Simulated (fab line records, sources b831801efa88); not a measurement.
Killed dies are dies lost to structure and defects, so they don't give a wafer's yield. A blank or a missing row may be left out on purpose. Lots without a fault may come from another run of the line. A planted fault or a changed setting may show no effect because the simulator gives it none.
fab line records | flow sky130
record lots=24 wafers=72 last_day=50
route steps=708 shown SONOS_ONO@183 LDD_HVN@274 METAL1@438 METAL2@501 VIA3@597
lots that met no fault: from a run of the same line without faults
start_h: hours from the record's first day to the start of the lot's first wafer shown | wait_h: hours since the lot's step before | " the same as in the row above | L1.1+2: a row that stands for several wafers | - no value, or no start given | * or withheld: withheld | < > ~ a bound
route shown NAME@n: a module of which the file shows steps, and the number in the route of the first | usual: mean/standard deviation of fault-free wafers | same: alike in all rows | chamber/n: place in a boat | sites: the reading at each site | _std_site: their standard deviation | _edge_site: outer sites' mean less inner sites' | radius_mm: how far each site lies from the wafer's centre | mask NAME#n: copy n | behind: the tool/chamber that last shaped the wafer | hold: why the lot was held/for how many hours/how that ended | device: the transistor (n, p or np) that didn't switch | end of line: the same wafers' tests at the end of the route | a step without rows: its recipe alone | killed: dies lost to structure and defects at the first sort, not the wafer's yield | map: a wafer's dies, x killed, . not, _ none there
set.NAME: the setting as run; set.NAME@STEP: as run at that earlier step | model.NAME: the simulator's own value behind a step, which no gauge read
steps of the route over a sample of lots; a table a step, a row a wafer
services: from which hour (start_h, from the record's first day; less than 0 if before it) a tool's chamber was out of use, for how many hours, and why
## steps
# step SKY_SONOS_ONO_ETCH_15
# recipe target_depth_nm=19.52 chemistry=CHF3/O2 source_w=600 bias_w=200 pressure_mtorr=40 chf3_flow_sccm=50 O2_flow_sccm=5 time_s=7.8
# usual drypump_motor_current_A=5.7/0.48 oes_product_au=0.999/0.0087 rf_fwd_power_W=589/3 throttle_valve_pct=8.826/0.0092
# same time_s=7.8
# columns lot.wafer tool chamber start_h wait_h drypump_motor_current_A oes_product_au rf_fwd_power_W rf_hours_counter_h throttle_valve_pct
L075.1 rie_diel-03 0 291.56 0.0 5.7 1.011 595 9 8.824
L075.4 " 2 " " 5.1 1.014 589 31 8.817
L075.5 " 2 " " 5.1 1.011 587 - 8.839
L074.3 rie_diel-03 2 292.34 0.0 5.1 1.004 586 31 8.825
L074.4 " 3 " " 5.1 1.003 589 102 8.832
L074.6 " 0 " " 5.7 1.006 592 - 8.822
L076.1 rie_diel-01 1 297.51 0.0 6.4 0.988 588 2 8.827
L076.4 " 2 " " 4.7 0.994 585 39 8.820
L076.6 " 0 " " 5.7 1.001 590 - 8.839
L077.2 rie_diel-02 2 297.60 0.0 6.0 0.997 585 86 8.826
L077.3 " 3 " " 6.0 1.016 589 54 8.849
L077.6 " 3 " " 6.0 1.008 585 - 8.816
L078.3 rie_diel-02 3 305.15 0.0 6.0 1.015 589 54 8.819
L078.4 " 3 " " 6.0 1.005 589 - 8.837
L078.5 " 0 " " 5.8 0.997 590 - 8.829
L079.1 rie_diel-03 0 315.71 0.0 5.7 1.011 592 10 8.829
L079.3 " 2 " " 5.1 1.007 587 32 8.835
L079.5 " 3 " " 5.1 0.994 590 - 8.840
L080.2 rie_diel-03 3 329.40 0.0 5.1 0.994 593 102 8.829
L080.5 " 1 " " 5.8 0.995 586 - 8.821
L080.6 " 0 " " 5.7 0.994 590 - 8.817
L081.1 rie_diel-02 2 339.24 0.0 6.0 0.994 586 87 8.836
L081.2 " 3 " " 6.0 1.021 587 55 8.841
L081.5 " 0 " " 5.8 0.992 595 - 8.812
L082.4 rie_diel-01 3 353.30 0.0 6.2 0.995 591 103 8.844
L082.5 " 1 " " 6.3 0.983 592 - 8.795
L082.6 " 2 " " 4.7 0.996 584 - 8.818
L084.1 rie_diel-01 1 365.01 0.0 6.3 0.989 586 3 8.820
L084.2 " 3 " " 6.2 1.003 594 103 8.842
L084.6 " 1 " " 6.4 0.991 584 - 8.816
L083.1 rie_diel-02 3 365.09 0.0 6.0 1.002 588 56 8.829
L083.3 " 0 " " 5.9 0.996 593 54 8.815
L083.5 " 0 " " 5.8 0.994 592 - 8.820
L085.1 rie_diel-03 2 377.04 0.0 5.1 1.005 586 33 8.828
L085.2 " 1 " " 5.7 0.997 588 7 8.820
L085.3 " 0 " " 5.7 1.002 591 11 8.821
L086.1 rie_diel-02 0 384.66 0.0 5.8 0.986 591 54 8.818
L086.4 " 2 " " 6.0 1.007 585 87 8.825
L086.6 " 0 " " 5.8 0.997 592 - 8.834
L087.3 rie_diel-01 2 394.26 0.0 4.7 0.993 583 41 8.825
L087.5 " 2 " " 4.7 1.000 584 - 8.818
L087.6 " 1 " " 6.4 0.994 586 - 8.819
L088.1 rie_diel-01 3 399.39 0.0 6.2 1.000 590 104 8.833
L088.3 " 1 " " 6.3 0.990 586 5 8.821
L088.4 " 2 " " 4.7 1.007 587 41 8.809
L089.2 rie_diel-02 3 399.85 0.0 6.0 1.013 584 56 8.821
L089.3 " 1 " " 6.3 0.999 588 1 8.813
L089.6 " 2 " " 6.0 0.998 582 - 8.823
L090.1 rie_diel-03 2 411.95 0.0 5.1 1.005 588 34 8.821
L090.2 " 3 " " 5.1 1.003 590 104 8.817
L090.6 " 2 " " 5.1 1.012 585 - 8.821
L091.1 rie_diel-03 3 415.66 0.0 5.1 0.999 593 104 8.831
L091.5 " 3 " " 5.1 1.000 594 - 8.825
L091.6 " 2 " " 5.1 1.013 588 - 8.820
L092.2 rie_diel-01 1 426.99 0.0 6.4 0.996 587 5 8.820
L092.4 " 0 " " 5.8 0.993 587 - 8.820
L092.6 " 2 " " 4.7 1.006 585 - 8.829
L093.3 rie_diel-02 1 437.60 0.0 6.3 0.998 591 2 8.836
L093.4 " 2 " " 6.0 0.993 584 88 8.810
L093.6 " 0 " " 5.8 0.991 592 - 8.830
L094.2 rie_diel-02 0 443.21 0.0 5.8 1.000 593 55 8.826
L094.3 " 2 " " 6.0 0.984 579 88 8.844
L094.5 " 1 " " 6.3 1.008 589 - 8.820
L095.2 rie_diel-01 2 445.00 0.0 4.7 1.003 586 42 8.832
L095.3 " 1 " " 6.4 0.982 585 5 8.828
L095.5 " 0 " " 5.7 0.993 590 - 8.837
L096.1 rie_diel-03 2 463.34 0.0 5.1 1.009 587 35 8.839
L096.3 " 0 " " 5.7 0.999 592 12 8.829
L096.4 " 1 " " 5.8 1.003 589 8 8.839
L097.1 rie_diel-02 0 467.70 0.0 5.8 1.001 591 56 8.834
L097.2 " 1 " " 6.3 0.999 589 2 8.830
L097.4 " 2 " " 6.0 0.998 587 89 8.829
# step SKY_LDD_HVN_OVL_MEAS_07
# usual LDD_HVN_OVL=0.9/1.2
# columns lot.wafer tool chamber start_h wait_h LDD_HVN_OVL[nm]
L075.1 overlay-02 - 474.48 0.1 -1.0
L075.4 " - " " 1.6
L075.5 " - " " -0.3
L074.3 overlay-02 - 477.29 0.1 0.6
L074.4 " - " " 1.0
L074.6 " - " " -0.1
L076.1 overlay-01 - 482.28 0.1 2.1
L076.4 " - " " 0.0
L076.6 " - " " 3.1
L077.2 overlay-02 - 485.95 0.1 1.4
L077.3 " - " " 1.8
L077.6 " - " " 2.2
L078.3 overlay-01 - 491.44 0.1 0.4
L078.4 " - " " -0.2
L078.5 " - " " -0.8
L079.1 overlay-01 - 503.88 0.1 0.6
L079.3 " - " " 1.8
L079.5 " - " " 0.8
L080.2 overlay-02 - 517.12 0.1 -1.8
L080.5 " - " " -1.0
L080.6 " - " " 0.2
L081.1 overlay-01 - 531.34 0.1 0.4
L081.2 " - " " 2.5
L081.5 " - " " 0.1
L082.4 overlay-01 - 543.91 0.1 1.1
L082.5 " - " " -0.6
L082.6 " - " " 0.7
L084.1 overlay-01 - 558.53 0.1 -1.0
L084.2 " - " " -0.5
L084.6 " - " " -0.2
L083.1 overlay-01 - 560.04 0.1 1.8
L083.3 " - " " 1.6
L083.5 " - " " 2.8
L085.1 overlay-01 - 569.84 0.1 -0.3
L085.2 " - " " 0.3
L085.3 " - " " 0.8
L086.1 overlay-02 - 575.74 0.1 0.3
L086.4 " - " " 0.1
L086.6 " - " " -0.1
L087.3 overlay-01 - 588.75 0.1 1.0
L087.5 " - " " -0.1
L087.6 " - " " 0.5
L088.1 overlay-01 - 592.73 0.1 3.9
L088.3 " - " " 2.8
L088.4 " - " " 2.5
L089.2 overlay-02 - 595.44 0.1 1.7
L089.3 " - " " 1.6
L089.6 " - " " 0.5
L090.1 overlay-01 - 605.44 0.1 2.2
L090.2 " - " " 1.4
L090.6 " - " " -0.7
L091.1 overlay-01 - 611.61 0.1 2.5
L091.5 " - " " 1.2
L091.6 " - " " 2.7
L092.2 overlay-01 - 619.94 0.1 1.5
L092.4 " - " " 2.3
L092.6 " - " " 2.4
L093.3 overlay-02 - 632.23 0.1 -0.2
L093.4 " - " " 1.0
L093.6 " - " " 1.8
L094.2 overlay-02 - 633.80 0.1 2.8
L094.3 " - " " 2.3
L094.5 " - " " 3.1
L095.2 overlay-02 - 637.14 0.1 0.8
L095.3 " - " " 1.0
L095.5 " - " " 0.2
L096.1 overlay-01 - 653.26 0.1 0.1
L096.3 " - " " -1.0
L096.4 " - " " 0.0
L097.1 overlay-01 - 659.01 0.1 0.9
L097.2 " - " " 0.2
L097.4 " - " " 1.7
# step SKY_METAL1_SPUTTER_04
# recipe material=TiN target_thk_nm=70 power_w=6500 time_s=58.3 chamber_pressure_pa=0.4
# usual cathode_dc_power_W=6499.9/1.2 throttle_valve_pct=29.3/1.1
# same time_s=58.3
# columns lot.wafer tool chamber start_h wait_h cathode_dc_power_W throttle_valve_pct
L075.1 pvd_sputter-03 - 750.34 0.0 6501.6 29.8
L075.4 " - " " 6498.5 30.5
L075.5 " - " " 6499.3 29.6
L074.3 pvd_sputter-01 - 752.97 0.0 6500.7 29.5
L074.4 " - " " 6499.7 29.4
L074.6 " - " " 6500.4 29.2
L076.1 pvd_sputter-03 - 757.68 0.0 6500.7 29.4
L076.4 " - " " 6502.4 30.6
L076.6 " - " " 6499.4 30.7
L077.2 pvd_sputter-02 - 759.16 0.0 6501.1 29.4
L077.3 " - " " 6500.8 26.8
L077.6 " - " " 6501.3 31.6
L078.3 pvd_sputter-03 - 764.93 0.0 6499.7 29.5
L078.4 " - " " 6499.0 29.1
L078.5 " - " " 6502.1 28.3
L079.1 pvd_sputter-02 - 776.77 0.0 6499.9 31.3
L079.3 " - " " 6499.3 26.8
L079.5 " - " " 6500.6 26.9
L080.2 pvd_sputter-01 - 789.64 0.0 6498.6 28.6
L080.5 " - " " 6500.1 29.0
L080.6 " - " " 6499.1 28.4
L081.1 pvd_sputter-02 - 800.02 0.0 6501.4 30.3
L081.2 " - " " 6499.4 26.9
L081.5 " - " " 6499.7 29.1
L082.4 pvd_sputter-03 - 810.34 0.0 6498.7 28.4
L082.5 " - " " 6500.3 29.1
L082.6 " - " " 6501.9 30.8
L084.1 pvd_sputter-01 - 822.60 0.0 6497.5 30.0
L084.2 " - " " 6499.9 28.9
L084.6 " - " " 6500.8 29.4
L083.1 pvd_sputter-01 - 828.94 0.0 6500.4 28.5
L083.3 " - " " 6500.6 29.7
L083.5 " - " " 6500.1 28.9
L085.1 pvd_sputter-03 - 833.73 0.0 6500.1 31.0
L085.2 " - " " 6501.1 29.5
L085.3 " - " " 6498.6 29.3
L086.1 pvd_sputter-01 - 838.91 0.0 6500.8 29.0
L086.4 " - " " 6499.9 29.6
L086.6 " - " " 6499.7 28.2
L087.3 pvd_sputter-03 - 849.72 0.0 6501.3 29.7
L087.5 " - " " 6501.1 30.8
L087.6 " - " " 6499.5 29.2
L088.1 pvd_sputter-01 - 854.69 0.0 6499.6 28.3
L088.3 " - " " 6499.3 29.8
L088.4 " - " " 6498.1 29.1
L089.2 pvd_sputter-03 - 855.83 0.0 6501.3 28.5
L089.3 " - " " 6499.1 29.6
L089.6 " - " " 6498.9 28.3
L090.1 pvd_sputter-03 - 867.63 0.0 6497.0 30.7
L090.2 " - " " 6497.5 29.4
L090.6 " - " " 6500.8 29.4
L091.1 pvd_sputter-01 - 871.91 0.0 6500.2 29.0
L091.5 " - " " 6500.4 28.4
L091.6 " - " " 6500.3 28.3
L092.2 pvd_sputter-02 - 876.56 0.0 6502.7 27.0
L092.4 " - " " 6499.0 31.5
L092.6 " - " " 6497.2 31.4
L093.3 pvd_sputter-01 - 885.69 0.0 6498.9 28.3
L093.4 " - " " 6497.1 28.8
L093.6 " - " " 6498.3 29.5
L094.2 pvd_sputter-03 - 888.06 0.0 6502.3 30.6
L094.3 " - " " 6500.4 28.3
L094.5 " - " " 6498.8 30.9
L095.2 pvd_sputter-01 - 894.11 0.0 6500.0 29.1
L095.3 " - " " 6499.2 28.6
L095.5 " - " " 6500.9 28.4
L096.1 pvd_sputter-03 - 906.32 0.0 6500.4 29.5
L096.3 " - " " 6498.7 30.7
L096.4 " - " " 6501.7 28.3
L097.1 pvd_sputter-02 - 910.10 0.0 6500.5 26.6
L097.2 " - " " 6498.4 30.3
L097.4 " - " " 6500.3 31.7
# step SKY_METAL1_METAL_ETCH_19
# recipe target_depth_a=3600 stop_on=SiO2 over_etch_frac=0.3 time_s=78 chemistry=Cl2/BCl3 resist_sidewall_deg=88 pressure_mtorr=10 icp_w=900 bias_w=48.5 Cl2_flow_sccm=60 bcl3_flow_sccm=30
# usual drypump_motor_current_A=5.8/0.45 mfc_cl2_sccm=60.00/0.17 oes_product_au=0.857/0.0063 rf_fwd_power_W=894.6/3 throttle_valve_pct=22.263/0.01
# same time_s=78
# columns lot.wafer tool chamber start_h wait_h drypump_motor_current_A mfc_cl2_sccm oes_product_au rf_fwd_power_W rf_hours_counter_h throttle_valve_pct
L075.1 rie_metal-02 1 778.50 0.1 5.5 60.05 0.854 893.3 11 22.259
L075.4 " 1 " " 5.5 60.06 0.861 895.1 - 22.254
L075.5 " 1 " " 5.6 60.07 0.863 893.0 - 22.251
L074.3 rie_metal-02 1 781.05 0.1 5.5 60.15 0.857 891.5 - 22.259
L074.4 " 1 " " 5.5 59.93 0.850 890.0 - 22.272
L074.6 " 1 " " 5.5 59.96 0.851 893.2 - 22.258
L076.1 rie_metal-04 1 786.49 0.1 5.2 59.91 0.845 900.3 13 22.249
L076.4 " 1 " " 5.2 60.02 0.869 897.0 - 22.251
L076.6 " 1 " " 5.2 59.94 0.868 894.2 - 22.273
L077.2 rie_metal-01 1 787.48 0.0 6.2 60.18 0.860 894.6 14 22.263
L077.3 " 1 " " 6.2 60.10 0.856 889.3 - 22.257
L077.6 " 0 " " 5.7 60.10 0.846 896.7 - 22.271
L078.3 rie_metal-04 1 793.41 0.1 5.2 59.97 0.848 891.6 - 22.264
L078.4 " 1 " " 5.2 60.25 0.851 894.2 - 22.256
L078.5 " 1 " " 5.2 60.02 0.851 895.8 - 22.268
L079.1 rie_metal-02 1 803.09 0.1 5.6 60.01 0.863 899.6 12 22.274
L079.3 " 1 " " 5.5 60.02 0.860 894.1 - 22.271
L079.5 " 1 " " 5.5 60.04 0.856 897.6 - 22.280
L080.2 rie_metal-01 1 816.13 0.0 6.2 59.88 0.862 893.5 15 22.267
L080.5 " 1 " " 6.2 60.06 0.860 893.7 - 22.267
L080.6 " 0 " " 5.7 59.83 0.857 886.8 - 22.271
L081.1 rie_metal-02 0 826.40 0.0 6.2 60.35 0.857 894.3 0 22.286
L081.2 " 1 " " 5.5 59.65 0.862 892.7 13 22.266
L081.5 " 0 " " 6.2 60.11 0.861 894.2 - 22.277
L082.4 rie_metal-04 0 836.88 0.1 6.4 60.10 0.856 895.9 - 22.274
L082.5 " 0 " " 6.4 59.89 0.862 895.9 - 22.274
L082.6 " 1 " " 5.2 60.05 0.855 898.9 - 22.285
L084.1 rie_metal-04 0 848.70 0.0 6.4 59.88 0.860 892.7 2 22.265
L084.2 " 1 " " 5.2 60.27 0.859 893.1 16 22.257
L084.6 " 1 " " 5.2 59.92 0.853 891.2 - 22.259
L083.1 rie_metal-01 0 854.95 0.0 5.7 59.86 0.844 892.6 5 22.231
L083.3 " 0 " " 5.7 60.20 0.870 891.6 - 22.263
L083.5 " 1 " " 6.2 60.04 0.872 892.4 - 22.264
L085.1 rie_metal-01 0 858.63 0.0 5.7 59.99 0.857 893.4 6 22.237
L085.2 " 1 " " 6.2 60.06 0.859 898.3 17 22.271
L085.3 " 0 " " 5.7 60.19 0.856 895.4 - 22.240
L086.1 rie_metal-01 1 864.89 0.0 6.2 59.63 0.859 891.8 17 22.262
L086.4 " 0 " " 5.7 59.93 0.861 895.1 - 22.264
L086.6 " 0 " " 5.7 59.84 0.852 895.7 - 22.266
L087.3 rie_metal-04 0 875.36 0.1 6.4 60.17 0.856 897.3 - 22.267
L087.5 " 0 " " 6.4 59.89 0.860 890.8 - 22.257
L087.6 " 1 " " 5.2 59.91 0.857 900.5 - 22.268
L088.1 rie_metal-01 0 880.28 0.1 5.7 59.63 0.849 894.1 7 22.269
L088.3 " 0 " " 5.7 60.13 0.851 891.8 - 22.253
L088.4 " 0 " " 5.7 60.08 0.858 893.5 - 22.260
L089.2 rie_metal-04 1 881.84 0.0 5.2 60.20 0.858 896.6 17 22.275
L089.3 " 0 " " 6.4 60.18 0.862 897.7 - 22.258
L089.6 " 1 " " 5.2 60.20 0.860 897.5 - 22.259
L090.1 rie_metal-04 1 892.23 0.0 5.2 60.06 0.859 900.7 17 22.269
L090.2 " 0 " " 6.4 59.84 0.856 890.4 3 22.265
L090.6 " 1 " " 5.1 60.05 0.849 897.2 - 22.253
L091.1 rie_metal-01 1 896.48 0.0 6.2 60.31 0.859 894.4 1 22.277
L091.5 " 1 " " 6.2 60.25 0.855 894.4 - 22.270
L091.6 " 0 " " 5.7 60.16 0.867 891.1 - 22.276
L092.2 rie_metal-01 1 901.34 0.0 6.2 59.94 0.853 894.6 1 22.284
L092.4 " 1 " " 6.2 60.14 0.863 893.0 - 22.266
L092.6 " 0 " " 5.7 59.82 0.866 888.9 - 22.251
L093.3 rie_metal-04 1 910.57 0.1 5.2 59.87 0.859 896.0 - 22.265
L093.4 " 0 " " 6.4 59.84 0.857 894.8 - 22.258
L093.6 " 1 " " 5.2 60.03 0.843 895.5 - 22.272
L094.2 rie_metal-01 1 912.69 0.0 6.2 60.16 0.847 892.8 1 22.254
L094.3 " 0 " " 5.7 60.11 0.854 893.5 - 22.260
L094.5 " 0 " " 5.7 60.21 0.861 894.1 - 22.285
L095.2 rie_metal-04 1 918.89 0.0 5.2 59.70 0.857 893.2 1 22.252
L095.3 " 1 " " 5.2 59.48 0.859 899.1 - 22.265
L095.5 " 1 " " 5.2 59.53 0.859 895.4 - 22.244
L096.1 rie_metal-01 1 930.89 0.0 6.2 59.63 0.860 893.0 3 22.283
L096.3 " 0 " " 5.7 59.88 0.854 894.4 - 22.260
L096.4 " 1 " " 6.2 59.83 0.859 893.6 - 22.270
L097.1 rie_metal-04 0 935.00 0.1 6.4 60.10 0.857 900.2 5 22.266
L097.2 " 0 " " 6.4 59.67 0.860 892.8 - 22.263
L097.4 " 0 " " 6.4 60.03 0.852 902.6 - 22.250
# step SKY_METAL2_ETCH_18
# recipe chemistry=N2/H2 target=BARC ion_energy_ev=200 bias_w=100 pressure_mtorr=30 n2_flow_sccm=100 h2_flow_sccm=200 icp_w=500 stop_on=SiO2 time_s=45.9 target_depth_a=600
# usual drypump_motor_current_A=6.0/0.33 oes_product_au=0.856/0.0044 rf_fwd_power_W=495.6/1.7 throttle_valve_pct=13.224/0.01
# same time_s=45.9
# columns lot.wafer tool chamber start_h wait_h drypump_motor_current_A oes_product_au rf_fwd_power_W rf_hours_counter_h throttle_valve_pct
L075.1 rie_metal-01 1 833.93 0.0 6.2 0.861 495.1 16 13.212
L075.4 " 0 " " 5.7 0.855 492.6 - 13.215
L075.5 " 0 " " 5.7 0.856 492.4 - 13.229
L074.3 rie_metal-01 1 835.97 0.0 6.2 0.852 493.3 - 13.213
L074.4 " 0 " " 5.7 0.851 494.8 - 13.214
L074.6 " 0 " " 5.7 0.858 495.1 - 13.231
L076.1 rie_metal-03 0 841.10 0.0 6.4 0.851 494.8 5 13.226
L076.4 " 1 " " 6.3 0.852 493.5 - 13.207
L076.6 " 1 " " 6.3 0.860 493.6 - 13.237
L077.2 rie_metal-02 1 842.65 0.0 5.6 0.855 495.9 14 13.235
L077.3 " 1 " " 5.5 0.853 493.8 - 13.232
L077.6 " 0 " " 6.3 0.862 495.6 - 13.218
L078.3 rie_metal-03 1 847.74 0.0 6.3 0.859 495.2 - 13.214
L078.4 " 0 " " 6.4 0.855 496.6 - 13.218
L078.5 " 0 " " 6.4 0.864 496.5 - 13.233
L079.1 rie_metal-02 1 857.55 0.0 5.5 0.853 495.3 15 13.223
L079.3 " 0 " " 6.3 0.854 496.8 - 13.231
L079.5 " 1 " " 5.5 0.863 496.5 - 13.228
L080.2 rie_metal-01 0 870.07 0.1 5.7 0.850 496.2 - 13.227
L080.5 " 0 " " 5.7 0.856 495.7 - 13.221
L080.6 " 0 " " 5.7 0.855 495.8 - 13.230
L081.1 rie_metal-02 0 880.30 0.0 6.3 0.844 497.6 2 13.219
L081.2 " 1 " " 5.6 0.851 495.5 16 13.230
L081.5 " 0 " " 6.3 0.854 495.1 - 13.215
L082.4 rie_metal-01 0 890.10 0.0 5.7 0.863 496.6 - 13.231
L082.5 " 0 " " 5.7 0.854 494.9 - 13.241
L082.6 " 1 " " 6.2 0.859 493.7 - 13.223
L084.1 rie_metal-03 0 902.17 0.0 6.4 0.862 493.4 7 13.222
L084.2 " 1 " " 6.3 0.862 495.4 10 13.215
L084.6 " 1 " " 6.3 0.859 495.7 - 13.238
L083.1 rie_metal-02 1 908.28 0.0 5.6 0.849 495.6 17 13.219
L083.3 " 0 " " 6.3 0.850 495.5 - 13.234
L083.5 " 0 " " 6.3 0.849 495.0 - 13.220
L085.1 rie_metal-02 1 911.42 0.0 5.6 0.862 497.1 17 13.232
L085.2 " 0 " " 6.2 0.854 497.2 3 13.219
L085.3 " 0 " " 6.2 0.865 494.8 - 13.246
L086.1 rie_metal-02 1 917.77 0.0 5.5 0.857 496.6 17 13.220
L086.4 " 0 " " 6.2 0.849 496.0 - 13.222
L086.6 " 1 " " 5.5 0.867 497.3 - 13.227
L087.3 rie_metal-02 0 926.20 0.0 6.2 0.852 495.5 - 13.244
L087.5 " 0 " " 6.2 0.853 496.9 - 13.227
L087.6 " 1 " " 5.5 0.855 499.2 - 13.225
L088.1 rie_metal-03 0 932.25 0.0 6.4 0.857 491.6 9 13.224
L088.3 " 0 " " 6.4 0.855 495.0 - 13.226
L088.4 " 1 " " 6.3 0.856 497.2 - 13.230
L089.2 rie_metal-02 0 933.82 0.0 6.2 0.851 496.4 4 13.234
L089.3 " 0 " " 6.2 0.851 493.6 - 13.223
L089.6 " 0 " " 6.2 0.853 494.5 - 13.209
L090.1 rie_metal-01 1 944.18 0.0 6.2 0.847 496.4 3 13.214
L090.2 " 0 " " 5.7 0.848 495.5 10 13.217
L090.6 " 0 " " 5.7 0.853 496.3 - 13.208
L091.1 rie_metal-02 1 947.88 0.0 5.6 0.851 495.6 19 13.217
L091.5 " 1 " " 5.5 0.856 496.4 - 13.224
L091.6 " 0 " " 6.3 0.852 498.5 - 13.240
L092.2 rie_metal-03 1 951.17 0.0 6.3 0.861 497.2 13 13.225
L092.4 " 0 " " 6.4 0.852 495.5 - 13.223
L092.6 " 1 " " 6.3 0.850 495.4 - 13.208
L093.3 rie_metal-03 0 961.70 0.0 6.4 0.859 494.5 - 13.233
L093.4 " 1 " " 6.3 0.863 496.9 - 13.239
L093.6 " 1 " " 6.3 0.863 496.0 - 13.209
L094.2 rie_metal-03 0 962.93 0.0 6.4 0.857 495.1 10 13.211
L094.3 " 1 " " 6.3 0.853 497.4 - 13.214
L094.5 " 0 " " 6.4 0.855 495.2 - 13.215
L095.2 rie_metal-01 0 969.57 0.0 5.7 0.856 496.3 11 13.207
L095.3 " 0 " " 5.7 0.859 495.8 - 13.202
L095.5 " 0 " " 5.7 0.856 493.0 - 13.226
L096.1 rie_metal-02 0 981.87 0.0 6.2 0.859 496.6 5 13.229
L096.3 " 1 " " 5.6 0.856 495.5 - 13.219
L096.4 " 0 " " 6.3 0.853 498.9 - 13.231
L097.1 rie_metal-03 1 985.97 0.0 6.3 0.861 494.5 14 13.212
L097.2 " 0 " " 6.4 0.853 491.1 11 13.210
L097.4 " 0 " " 6.4 0.863 493.2 - 13.229
# step SKY_VIA3_CMP_24
# recipe stop_on=SiO2 t_overpolish_s=20 down_force_psi=3.5 platen_rpm=60 target_thk_nm=0 pad_velocity_m_s=0.94248
# usual edge_zone_pressure_frac=1.000/0.0047 motor_current_A=11.5/1.2 overpolish_run_s=20.001/0.0081 time_to_endpoint_s=92/3.7
# same t_overpolish_s=20
# columns lot.wafer tool chamber start_h wait_h edge_zone_pressure_frac motor_current_A overpolish_run_s time_to_endpoint_s
L075.1 cmp-01 0 939.76 0.1 1.006 11.1 20.000 88
L075.4 " 2 " " 1.008 12.8 19.999 92
L075.5 " 1 " " 1.002 11.5 20.010 83
L074.3 cmp-01 2 941.85 0.1 1.005 12.5 19.994 90
L074.4 " 0 " " 0.998 11.5 19.999 92
L074.6 " 2 " " 1.003 11.5 19.998 91
L076.1 cmp-01 2 946.00 0.1 0.996 12.7 19.983 92
L076.4 " 0 " " 0.998 12.3 20.009 91
L076.6 " 2 " " 1.003 12.0 19.999 91
L077.2 cmp-02 2 946.65 0.1 1.005 10.5 19.999 94
L077.3 " 3 " " 0.992 10.7 20.001 96
L077.6 " 2 " " 1.001 10.2 19.994 94
L078.4 cmp-02 0 951.71 0.1 1.005 10.7 20.000 90
L078.3 " 2 " " 1.005 10.3 19.995 94
L078.5 " 0 " " 1.005 10.7 19.979 90
L079.3 cmp-01 3 962.63 0.1 1.006 10.5 20.005 94
L079.1 " 0 " " 1.007 11.2 20.008 90
L079.5 " 2 " " 0.999 12.5 20.000 92
L080.2 cmp-02 0 973.43 0.0 0.997 11.1 19.994 98
L080.6 " 0 " " 1.000 10.9 20.012 94
L080.5 " 1 " " 1.002 14.2 20.012 96
L081.1 cmp-02 3 983.35 0.1 0.999 10.1 19.996 94
L081.2 " 0 " " 1.003 11.0 19.994 90
L081.5 " 1 " " 1.001 14.3 20.015 91
L082.4 cmp-02 3 994.90 0.8 1.009 10.5 20.003 93
L082.6 " 1 " " 1.001 13.7 20.004 90
L082.5 " 2 " " 1.001 10.4 20.010 93
L084.2 cmp-01 2 1002.20 0.1 1.005 12.5 19.991 89
L084.1 " 3 " " 0.997 10.1 20.003 93
L084.6 " 1 " " 1.003 11.6 20.006 85
L083.3 cmp-01 1 1007.57 0.1 1.000 11.7 20.011 89
L083.1 " 3 " " 1.001 10.2 19.987 96
L083.5 " 1 " " 1.009 11.3 20.002 87
L085.1 cmp-01 3 1009.99 0.1 0.997 10.2 20.005 96
L085.2 " 1 " " 1.005 11.4 20.010 87
L085.3 " 2 " " 1.007 12.4 20.004 92
L086.1 cmp-01 3 1019.05 0.3 0.991 10.4 20.001 96
L086.4 " 0 " " 1.003 11.7 20.007 92
L086.6 " 2 " " 1.007 12.4 20.009 94
L087.3 cmp-01 1 1024.89 0.1 1.000 10.9 19.994 84
L087.6 " 3 " " 0.998 10.5 20.009 91
L087.5 " 0 " " 1.000 11.8 19.991 92
L088.3 cmp-01 2 1028.53 0.0 0.992 12.7 20.007 93
L088.4 " 3 " " 0.993 10.6 20.011 93
L088.1 " 1 " " 1.002 11.3 20.010 83
L089.2 cmp-01 0 1031.13 0.1 0.998 11.1 20.000 86
L089.3 " 1 " " 1.003 11.1 20.006 84
L089.6 " 3 " " 0.991 10.8 20.003 95
L090.1 cmp-01 3 1048.58 0.1 0.997 10.4 20.002 95
L090.2 " 0 " " 1.002 11.7 20.006 84
L090.6 " 3 " " 1.000 10.2 19.989 98
L091.1 cmp-01 0 1049.91 0.1 0.994 11.8 20.003 94
L091.5 " 0 " " 1.004 11.8 19.998 93
L091.6 " 1 " " 1.005 11.3 20.007 90
L092.2 cmp-02 2 1050.48 0.0 1.007 10.4 20.001 99
L092.4 " 3 " " 0.996 10.8 20.001 96
L092.6 " 2 " " 1.002 10.3 20.000 92
L093.4 cmp-02 1 1058.38 0.1 0.997 13.8 20.004 93
L093.3 " 3 " " 0.995 10.4 19.996 95
L093.6 " 1 " " 0.996 14.5 20.012 93
L094.3 cmp-01 2 1060.49 0.0 1.007 12.2 20.005 94
L094.2 " 0 " " 1.000 10.9 20.003 93
L094.5 " 2 " " 1.009 12.3 19.998 93
L095.2 cmp-02 1 1068.17 0.2 0.998 13.9 20.007 94
L095.3 " 3 " " 0.996 10.5 19.989 99
L095.5 " 2 " " 0.991 10.4 19.998 96
L096.4 cmp-01 3 1077.92 0.2 1.006 10.3 19.986 90
L096.1 " 0 " " 1.009 11.1 20.008 93
L096.3 " 1 " " 1.000 11.2 19.989 85
L097.4 cmp-02 3 1081.47 0.0 0.999 10.7 19.999 96
L097.1 " 0 " " 0.996 11.1 20.007 94
L097.2 " 1 " " 1.009 14.7 19.995 94
## services
# columns tool chamber start_h hours kind
cmp-01 - 273.56 1.1 repair
cmp-01 - 296.42 3.1 repair
rie_metal-01 - 320.19 0.9 repair
cmp-01 - 342.87 1.6 repair
cmp-01 - 373.66 8.5 pm
rie_metal-01 1 407.11 5.9 repair
cmp-01 - 408.02 2.3 repair
rie_metal-01 0 412.79 17.1 repair
cmp-01 - 417.51 20.8 pm
cmp-01 - 440.16 4.5 repair
cmp-01 - 444.98 6.0 pm
cmp-01 - 476.56 1.1 repair
cmp-01 - 515.46 6.3 pm
cmp-01 - 526.99 1.9 repair
cmp-01 - 570.13 3.8 repair
cmp-01 - 571.10 1.0 repair
cmp-01 - 573.95 4.0 pm
rie_metal-01 0 610.72 2.3 repair
cmp-01 - 655.92 0.6 repair
rie_metal-01 - 768.89 2.7 repair
cmp-01 - 813.18 3.9 repair
cmp-01 - 817.03 3.9 pm
cmp-01 - 836.72 1.8 repair
cmp-01 - 859.78 1.6 repair
## key
fault none
